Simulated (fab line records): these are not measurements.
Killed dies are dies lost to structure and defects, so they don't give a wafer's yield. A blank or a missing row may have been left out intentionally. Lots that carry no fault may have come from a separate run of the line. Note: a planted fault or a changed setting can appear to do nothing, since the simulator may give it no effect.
The tool behind it: which one? -- flow sky130 -- 14 lots with 42 wafers sampled at 5 steps, on a route of 708 steps

## WHAT EACH GAUGE READ, for each wafer
SKY_LDD_N_TW_MEAS_17. Usual: for LDD_N_TW the level is 2572 and the standard deviation is 19.
lot,measured,on,LDD_N_TW,flag
L137,day 17 23:11,film-metro-04,2545 2543 2542,
L138,day 18 06:29,film-metro-04,2553 2557 2555,
L139,day 18 10:30,film-metro-01,2601 2589 2593,
L140,day 18 17:37,film-metro-02,2593 2584 2583,
L143,day 19 20:41,film-metro-02,2566 2582 2578,
L144,day 20 09:30,film-metro-02,2585 2573 2581,
L151,day 22 23:21,film-metro-04,2551 2533 2544,
L152,day 23 13:07,film-metro-04,2542 2544 2540,
L153,day 23 15:12,film-metro-01,2595 2584 2587,
L155,day 24 02:50,film-metro-02,2566 2568 2572,
L156,day 24 08:03,film-metro-02,2569 2582 2577,
L157,day 24 17:53,film-metro-02,2568 2575 2576,
L158,day 25 06:09,film-metro-01,2583 2573 2597,
L159,day 25 19:48,film-metro-02,2572 2560 2575,

SKY_LDD_LDN_TW_MEAS_13. Usual: for LDD_LDN_TW the level is 1463 and the standard deviation is 9.7.
lot,measured,on,LDD_LDN_TW,flag
L137,day 23 03:43,film-metro-04,1462 1461 1461,
L138,day 23 10:38,film-metro-01,1476 1481 1473,
L139,day 23 14:02,film-metro-04,1562 1555 1558,OFF
L140,day 23 22:52,film-metro-04,1553 1556 1550,OFF
L143,day 24 23:51,film-metro-04,1453 1454 1459,
L144,day 25 10:45,film-metro-02,1469 1475 1469,
L151,day 27 22:42,film-metro-04,1453 1463 1454,
L152,day 28 10:06,film-metro-04,1469 1459 1458,
L153,day 28 12:47,film-metro-04,1450 1456 1456,
L155,day 28 21:59,film-metro-04,1456 1462 1449,
L156,day 29 01:15,film-metro-04,1470 1463 1458,
L157,day 29 12:54,film-metro-02,1476 1478 1475,
L158,day 30 01:59,film-metro-04,1451 1447 1453,
L159,day 30 13:57,film-metro-01,1465 1470 1471,

SKY_SPACER_THK_MEAS_01. Usual: for SPACER_CVD_00_THK the level is 42.9 nm and the standard deviation is 0.44.
lot,measured,on,SPACER_CVD_00_THK (nm),flag
L137,day 23 08:22,film-metro-03,42.5 42.6 42.3,
L138,day 23 11:58,film-metro-04,42.6 42.5 42.6,
L139,day 23 15:47,film-metro-04,43.5 42.9 43.1,
L140,day 24 00:11,film-metro-04,43.1 43.5 43.3,
L143,day 25 01:10,film-metro-04,42.9 43.4 42.6,
L144,day 25 15:11,film-metro-02,43.4 42.9 43.0,
L151,day 28 18:11,film-metro-03,43.0 43.2 43.1,
L152,day 28 18:15,film-metro-04,42.8 43.3 42.5,
L153,day 28 18:14,film-metro-03,43.6 43.3 43.7,
L155,day 28 23:22,film-metro-02,42.7 43.1 42.9,
L156,day 29 02:34,film-metro-03,42.6 42.8 42.5,
L157,day 29 14:29,film-metro-02,43.2 43.4 43.4,
L158,day 30 03:19,film-metro-02,43.8 43.4 43.5,
L159,day 30 15:33,film-metro-04,43.1 42.8 42.8,

SKY_POLY_CUT_CD_MEAS_08: target cd 270 nm. Usual: cd-nm reads 269.6 nm (standard deviation 1.5).
lot,measured,on,cd-nm (nm),flag
L137,day 24 14:26,cd-sem-01,269.2 268.7 267.8,
L138,day 24 18:17,cd-sem-01,270.7 270.2 271.8,
L139,day 24 21:44,cd-sem-01,269.6 270.2 269.4,
L140,day 25 06:23,cd-sem-02,269.5 269.7 268.5,
L143,day 26 06:28,cd-sem-01,270.4 269.1 269.2,
L144,day 26 20:27,cd-sem-01,268.7 269.2 268.8,
L151,day 29 22:52,cd-sem-02,267.7 269.0 269.4,
L152,day 29 23:03,cd-sem-02,270.4 270.5 270.5,
L153,day 29 23:13,cd-sem-01,269.1 269.3 270.0,
L155,day 30 03:34,cd-sem-02,271.9 271.6 272.6,
L156,day 30 06:47,cd-sem-02,270.2 270.4 270.5,
L157,day 30 19:08,cd-sem-02,268.6 268.2 269.4,
L158,day 31 07:35,cd-sem-02,273.1 272.2 272.4,
L159,day 31 19:30,cd-sem-02,266.2 266.3 268.2,

## WHAT TOOL EACH LOT RAN ON (gives the tool, then ch and the chambers of the sampled wafers, and finally the start)
lot,SKY_LDD_LDN_IMPLANT_10
L137,"implanter-03 ch 0, day 23 03:20"
L138,"implanter-04 ch 0, day 23 10:14"
L139,"implanter-03 ch 0, day 23 13:20"
L140,"implanter-03 ch 0, day 23 22:10"
L143,"implanter-04 ch 0, day 24 23:27"
L144,"implanter-01 ch 0, day 25 10:22"
L151,"implanter-01 ch 0, day 27 22:18"
L152,"implanter-03 ch 0, day 28 09:43"
L153,"implanter-04 ch 0, day 28 12:23"
L155,"implanter-01 ch 0, day 28 21:35"
L156,"implanter-01 ch 0, day 29 00:52"
L157,"implanter-04 ch 0, day 29 12:30"
L158,"implanter-04 ch 0, day 30 01:35"
L159,"implanter-01 ch 0, day 30 13:34"
- SKY_LDD_LDN_IMPLANT_10

## AS READ BY THE TOOLS THEMSELVES (means over the sampled wafers that have a number; for cases with no such wafer, the mark the record gives instead)
The record holds no such reading with a usual standard deviation.

## THE ANSWER, worked out from the rows above alone
Rule: lot off if the mean of its wafers having a number is beyond 3 standard deviations from the usual mean. A lot without any number at a reading at which 4 lots or more have one is off too. Where the step has rows for the other lots, those lots are counted as sound. Order of review: gauges by route order, followed by the tools' own readings, for which a lot's mean as printed above is used. The first step at which some lot is off is used, and at that step the reading that is off furthest; a lot without a number counts as furthest.
Off: at SKY_LDD_LDN_TW_MEAS_13 (LDD_LDN_TW), L139, L140.
A tool fits if, at a process step before that reading, it ran every lot that is off, and no sound lot after the first of them. Gauges at SKY_LDD_LDN_TW_MEAS_13: tried the same way as those tools. Not one of the candidates tried fits.

## WHAT WAS PUT IN BY THE SIMULATOR
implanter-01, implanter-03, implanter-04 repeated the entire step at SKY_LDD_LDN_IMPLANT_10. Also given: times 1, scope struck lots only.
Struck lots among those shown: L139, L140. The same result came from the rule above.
